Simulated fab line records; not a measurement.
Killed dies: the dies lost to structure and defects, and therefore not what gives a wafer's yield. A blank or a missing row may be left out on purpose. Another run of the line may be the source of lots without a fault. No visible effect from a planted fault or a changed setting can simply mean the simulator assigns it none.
One fault through the eyes of 2 desks + flow gf180mcu + every desk sees just its own numbers, and what lay behind them comes last

## TOOL OWNER'S DESK, furnace-02
The tool's own readings at GF_DUAL_GATE_OXIDATION_02 (stabilise 600 s, purge 300 s, target thk 10.887 nm): means of the sampled wafers that have a number, for each lot that ran on this tool. The brackets show how far a lot's mean lies from the usual mean; more than 4 standard deviations puts the lot out of limits, marked OUT.
Columns: A = spike tc lower C at GF_DUAL_GATE_OXIDATION_02, usual 899.9 C
| lot  | first seen here | A     |
|------|-----------------|-------|
| L362 | day 7 11:40     | 898.0 |
| L363 | day 7 18:25     | 899.1 |
| L370 | day 9 19:52     | 898.9 |
| L371 | day 10 02:50    | 898.4 |
| L372 | day 10 08:20    | 899.5 |
| L380 | day 13 00:01    | 898.2 |
| L382 | day 13 04:40    | 899.0 |
| L383 | day 13 14:59    | 898.6 |
This desk's verdict: no lot among the 8 shows anything out of limits.

## METROLOGY DESK
What the gauges read for every lot (on any tool): the sampled wafers with a number, averaged. The brackets show how far a lot's mean lies from the usual mean; more than 4 standard deviations puts the lot out of limits, marked OUT.
Columns: A = NWELL_OVL at GF_NWELL_OVL_MEAS_07, usual -1.0 nm; B = DUAL_GATE_OXIDATION_00_THK at GF_DUAL_GATE_THK_MEAS_03, usual 10.85 nm
| lot  | first seen here | A    | B               |
|------|-----------------|------|-----------------|
| L362 | day 3 08:09     | -1.1 | 10.82           |
| L363 | day 3 13:16     | -0.9 | 10.75           |
| L370 | day 5 03:21     | -1.1 | 13.81 (+15) OUT |
| L371 | day 5 10:17     | -2.5 | 14.05 (+16) OUT |
| L372 | day 5 14:16     | -3.0 | 14.03 (+16) OUT |
| L374 | day 6 01:03     | 2.6  | 10.75           |
| L376 | day 6 15:21     | -2.1 | 10.73           |
| L378 | day 7 08:51     | 0.2  | 10.48           |
| L379 | day 7 09:08     | -0.5 | 10.71           |
| L380 | day 7 16:43     | -1.0 | 10.83           |
| L382 | day 7 19:45     | 1.0  | 11.06           |
| L383 | day 8 04:04     | -1.8 | 10.93           |
| L385 | day 8 12:09     | -2.5 | 11.05           |
This desk finds L370, L371, L372 out of limits, with the earliest case on L370 at day 9 21:19 (DUAL_GATE_OXIDATION_00_THK at GF_DUAL_GATE_THK_MEAS_03). L362, L363, L374, L376, L378, L379, L380, L382, L383, L385 stayed within limits.

## ALL TOGETHER
L370, L371, L372 would have let the metrology desk raise an alarm at day 9 21:19.
The tool owner's desk saw nothing out of limits.
Tool owner's desk: L370, L371, L372 on record, inside its limits.
GF_DUAL_GATE_OXIDATION_02 was run on furnace-02 by each of the lots named.

## WHAT THE SIMULATOR HAD PUT IN
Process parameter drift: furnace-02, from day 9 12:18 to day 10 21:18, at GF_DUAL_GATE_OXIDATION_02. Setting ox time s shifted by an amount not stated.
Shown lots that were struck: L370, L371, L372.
Per desk, hours elapsed from the start of the fault to the first reading out of limits: for the metrology desk, 9.
